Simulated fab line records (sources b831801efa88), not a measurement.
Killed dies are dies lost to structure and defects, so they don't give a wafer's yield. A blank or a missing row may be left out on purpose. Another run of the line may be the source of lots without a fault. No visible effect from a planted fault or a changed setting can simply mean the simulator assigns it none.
2 desks looking at one fault || flow sfq_line || each desk has only its own numbers; what lay behind them comes last

## AT THE METROLOGY DESK
Lot by lot, what the gauges showed, no matter which tool ran the lot: averages of those sampled wafers that carry a number. A lot is out of limits, marked OUT, if its mean lies more than 4 standard deviations from the usual mean; the brackets give that distance.
Columns: A = M1_NB_RS at SFQ_M1_RS_MEAS_909, usual 0.900 ohm/sq
{"lot": "L301", "first seen here": "day 10 12:59", "A": 0.927}
{"lot": "L302", "first seen here": "day 10 16:36", "A": 0.895}
{"lot": "L303", "first seen here": "day 11 05:48", "A": 0.878}
{"lot": "L304", "first seen here": "day 11 08:11", "A": 0.892}
{"lot": "L305", "first seen here": "day 12 10:36", "A": 0.905}
{"lot": "L308", "first seen here": "day 13 05:27", "A": 0.907}
{"lot": "L313", "first seen here": "day 14 11:47", "A": 0.943}
{"lot": "L316", "first seen here": "day 15 08:07", "A": 0.924}
{"lot": "L317", "first seen here": "day 15 18:52", "A": 0.924}
{"lot": "L318", "first seen here": "day 15 22:28", "A": 0.903}
{"lot": "L320", "first seen here": "day 16 12:53", "A": 0.930}
{"lot": "L321", "first seen here": "day 16 23:13", "A": 0.911}
{"lot": "L324", "first seen here": "day 17 12:27", "A": 0.898}
This desk's verdict: no lot among the 13 shows anything out of limits.

## DESK OF THE TOOL OWNER: pvd_sputter-03
The tool's own readings at SFQ_TRILAYER_M1_DEP_SPUTTER_037 (material Nb, target thk 200 nm, time 133.3 s): means of the sampled wafers that have a number, for each lot that ran on this tool. A lot is out of limits, marked OUT, if its mean lies more than 4 standard deviations from the usual mean; the brackets give that distance.
Columns: A = throttle_valve_pct at SFQ_TRILAYER_M1_DEP_SPUTTER_037, usual 29.9 %
{"lot": "L302", "first seen here": "day 10 16:29", "A": 30.2}
{"lot": "L305", "first seen here": "day 12 10:28", "A": 29.8}
{"lot": "L313", "first seen here": "day 14 11:40", "A": 30.7}
This desk's verdict: no lot among the 3 shows anything out of limits.

## TAKEN TOGETHER
Metrology desk: nothing out of limits seen.
The desk of the tool owner found nothing out of limits.

## WHAT THE SIMULATOR PUT IN
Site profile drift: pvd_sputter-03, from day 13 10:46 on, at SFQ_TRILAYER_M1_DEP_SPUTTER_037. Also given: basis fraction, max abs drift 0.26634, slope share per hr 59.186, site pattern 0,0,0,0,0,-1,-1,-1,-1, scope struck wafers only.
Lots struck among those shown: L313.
